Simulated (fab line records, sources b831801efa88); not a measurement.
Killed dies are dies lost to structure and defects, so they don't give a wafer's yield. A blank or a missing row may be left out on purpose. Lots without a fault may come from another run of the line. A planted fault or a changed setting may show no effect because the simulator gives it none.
Which tool did it? | flow sky130 | 10 lots, 30 wafers sampled, at 5 steps of a route of 708

WHAT THE GAUGES READ, wafer by wafer
SKY_RES_XHIGH_TW_MEAS_09.
lot  | measured     | on            | RES_XHIGH_TW
L468 | day 26 11:25 | film_metro-04 | 1607 1598 1603
L469 | day 26 16:01 | film_metro-02 | 1637 1630 1635
L471 | day 28 01:02 | film_metro-01 | 1684 1676 1692
L473 | day 28 18:43 | film_metro-01 | 2060 2070 2063
L474 | day 29 04:40 | film_metro-01 | 1693 1698 1699
L475 | day 29 12:50 | film_metro-01 | 2087 2073 2077
L476 | day 29 13:04 | film_metro-01 | 2072 2078 2076
L486 | day 33 04:28 | film_metro-04 | 1603 1609 1608
L487 | day 33 08:08 | film_metro-04 | 1609 1611 1619
L490 | day 34 00:42 | film_metro-02 | 1642 1636 1632

WHICH TOOL RAN EACH LOT (tool, then ch and the chambers of the sampled wafers, then the start)
lot  | SKY_POLY_CUT_STRIP_12                | SKY_SD_P_STRIP_10                    | SKY_RES_XHIGH_IMPLANT_07        | SKY_RES_XHIGH_STRIP_08
L468 | plasma_asher-02 ch 0,1, day 24 01:28 | plasma_asher-04 ch 0,1, day 25 06:41 | implanter-02 ch 0, day 26 11:10 | plasma_asher-03 ch 0,1, day 26 11:19
L469 | plasma_asher-01 ch 0, day 24 04:56   | plasma_asher-02 ch 1, day 25 10:11   | implanter-01 ch 0, day 26 15:46 | plasma_asher-04 ch 0,1, day 26 15:55
L471 | plasma_asher-01 ch 0,1, day 25 13:56 | plasma_asher-02 ch 0,1, day 26 19:41 | implanter-01 ch 0, day 28 00:47 | plasma_asher-03 ch 0,1, day 28 00:56
L473 | plasma_asher-01 ch 0,1, day 26 07:58 | plasma_asher-02 ch 0,1, day 27 12:44 | implanter-04 ch 0, day 28 18:10 | plasma_asher-04 ch 0,1, day 28 18:37
L474 | plasma_asher-03 ch 0,1, day 26 18:00 | plasma_asher-04 ch 0,1, day 27 23:31 | implanter-04 ch 0, day 29 04:25 | plasma_asher-03 ch 0, day 29 04:34
L475 | plasma_asher-03 ch 0,1, day 27 02:12 | plasma_asher-02 ch 0,1, day 28 07:37 | implanter-01 ch 0, day 29 12:15 | plasma_asher-04 ch 0,1, day 29 12:42
L476 | plasma_asher-02 ch 0, day 27 03:22   | plasma_asher-01 ch 0, day 28 08:31   | implanter-02 ch 0, day 29 12:30 | plasma_asher-03 ch 0, day 29 12:58
L486 | plasma_asher-03 ch 0,1, day 30 22:20 | plasma_asher-01 ch 0,1, day 32 01:14 | implanter-02 ch 0, day 33 04:14 | plasma_asher-03 ch 0,1, day 33 04:22
L487 | plasma_asher-03 ch 0,1, day 31 01:20 | plasma_asher-02 ch 0,1, day 32 05:28 | implanter-04 ch 0, day 33 07:55 | plasma_asher-03 ch 0,1, day 33 08:02
L490 | plasma_asher-02 ch 0,1, day 31 17:56 | plasma_asher-02 ch 0,1, day 32 21:53 | implanter-04 ch 0, day 34 00:27 | plasma_asher-03 ch 0,1, day 34 00:36
- SKY_POLY_CUT_STRIP_12: strips in O2/N2.
- SKY_SD_P_STRIP_10: strips in O2/N2.
- SKY_RES_XHIGH_IMPLANT_07
- SKY_RES_XHIGH_STRIP_08: strips in O2/N2.

THE ANSWER, worked out from the rows above alone
Rule: what is usual is taken from the lots themselves. Put in order of their means at a reading, lots are off if they are a third of the lots or fewer, leave a main group of 4 or more, and stand apart from it by a gap of 3 or more times the standard deviation of the main group's means; of several such gaps the widest counts. A main group whose means are all the same, to the digits that the tables above print for the reading, isn't used. A lot without any number at a reading at which 4 lots or more have one is off too. The other lots that the step has rows for count as sound.
Off: L473, L475, L476, at SKY_RES_XHIGH_TW_MEAS_09 (RES_XHIGH_TW). The main group: mean 1639, standard deviation 35.
A tool fits if, at a process step before that reading, it ran every lot that is off, and no sound lot after the first of them. The gauges at SKY_RES_XHIGH_TW_MEAS_09 are tried like those tools. None of those tried fits.

WHAT THE SIMULATOR HAD PUT IN
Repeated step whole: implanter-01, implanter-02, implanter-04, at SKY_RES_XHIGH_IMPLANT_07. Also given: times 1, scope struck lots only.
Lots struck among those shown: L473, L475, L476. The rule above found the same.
